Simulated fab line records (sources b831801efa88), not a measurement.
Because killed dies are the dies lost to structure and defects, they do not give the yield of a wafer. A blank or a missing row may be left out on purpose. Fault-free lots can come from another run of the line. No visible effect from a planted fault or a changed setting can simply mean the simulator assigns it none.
What tool caused it?    flow gf180mcu    6 lots (18 wafers sampled), 1 step of a 602-step route

== WHAT EACH GAUGE READ, for each wafer ==
GF_V2_CD_MEAS_14: the cd target is 260 nm.
lot   measured      on         cd nm (nm)
L470  day 21 00:53  cd sem-01  258.0 258.4 257.6
L472  day 21 16:42  cd sem-02  259.6 258.2 258.2
L478  day 23 22:40  cd sem-01  259.9 259.1 258.9
L487  day 26 19:52  cd sem-01  259.3 258.3 259.3
L489  day 27 11:52  cd sem-01  259.4 259.2 260.4
L491  day 28 00:52  cd sem-02  259.8 259.9 259.3

== EACH LOT AND THE TOOL THAT RAN IT (in order: tool; ch and the chambers of the sampled wafers; start) ==
Before these readings, the record contains no process step.

== THE ANSWER, worked out from the rows above alone ==
Rule: the usual values come from the lots themselves. Put in order of their means at a reading, lots are off if they are a third of the lots or fewer, leave a main group of 4 or more, and stand apart from it by a gap of 3 or more times the standard deviation of the main group's means; of several such gaps the widest counts. If all means in a main group match to the digits the tables above print for the reading, that group is not used. Also off: a lot with no number at a reading for which 4 or more lots have one. The other lots that the step has rows for count as sound.
Nothing can be told from this: no lot is off at any reading shown.

== WHAT THE SIMULATOR HAD PUT IN ==
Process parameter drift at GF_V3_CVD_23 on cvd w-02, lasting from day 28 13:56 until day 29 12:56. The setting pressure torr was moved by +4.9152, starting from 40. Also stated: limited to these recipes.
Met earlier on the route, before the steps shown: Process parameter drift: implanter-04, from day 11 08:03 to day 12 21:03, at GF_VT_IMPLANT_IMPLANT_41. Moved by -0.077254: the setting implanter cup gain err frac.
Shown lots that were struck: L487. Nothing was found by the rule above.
